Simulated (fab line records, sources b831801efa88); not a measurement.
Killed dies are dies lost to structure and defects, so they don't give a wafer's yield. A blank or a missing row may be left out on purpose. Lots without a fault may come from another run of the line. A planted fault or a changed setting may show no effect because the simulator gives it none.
One fault seen from 2 desks | flow gf180mcu | each desk has only its own numbers; what lay behind them comes last

THE METROLOGY DESK
What the gauges read, lot by lot, whatever tool the lot ran on: means of the sampled wafers that have a number. A lot is out of limits, marked OUT, if its mean lies more than 4 standard deviations from the usual mean; the brackets give that distance.
Columns: A = STI_OXIDATION_02_THK at GF_STI_THK_MEAS_30, usual 10.05 nm
lot  | first seen here | A
L597 | day 3 05:31     | 10.10
L600 | day 3 18:26     | 10.00
L601 | day 4 02:46     | 10.05
L603 | day 4 12:34     | 9.92
L602 | day 4 12:35     | 10.03
L613 | day 6 13:59     | 10.07
This desk's finding: nothing out of limits on any of the 6 lots.

THE TOOL OWNER'S DESK: implanter-02
The tool's own readings at GF_DNWELL_IMPLANT_07: means of the sampled wafers that have a number, for each lot that ran on this tool. A lot is out of limits, marked OUT, if its mean lies more than 4 standard deviations from the usual mean; the brackets give that distance.
Columns: A = beam_energy_keV at GF_DNWELL_IMPLANT_07, usual 1500.1; B = dose_ions_cm2 at GF_DNWELL_IMPLANT_07, usual 9.999e+12
lot  | first seen here | A      | B
L597 | day 3 18:19     | 1500.3 | 1.000e+13
L601 | day 4 15:33     | 1499.9 | 1.031e+13 (+31) OUT
L603 | day 5 02:24     | 1500.1 | 1.030e+13 (+30) OUT
This desk's finding: out of limits on L601, L603; first on L601, day 4 15:33 (dose_ions_cm2 at GF_DNWELL_IMPLANT_07). In limits: L597.

PUT TOGETHER
The tool owner's desk could have raised an alarm at day 4 15:33, on L601, L603.
The metrology desk saw nothing out of limits.
The metrology desk has L601, L603 on record, within its limits.
Of the lots named, all ran GF_DNWELL_IMPLANT_07 on implanter-02.

WHAT THE SIMULATOR HAD PUT IN
Process parameter drift: implanter-02, from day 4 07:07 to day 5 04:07, at GF_DNWELL_IMPLANT_07. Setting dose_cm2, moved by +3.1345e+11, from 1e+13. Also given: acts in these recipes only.
Lots struck among those shown: L601, L603.
Hours from the fault's start to each desk's first reading out of limits: the tool owner's desk, 8.
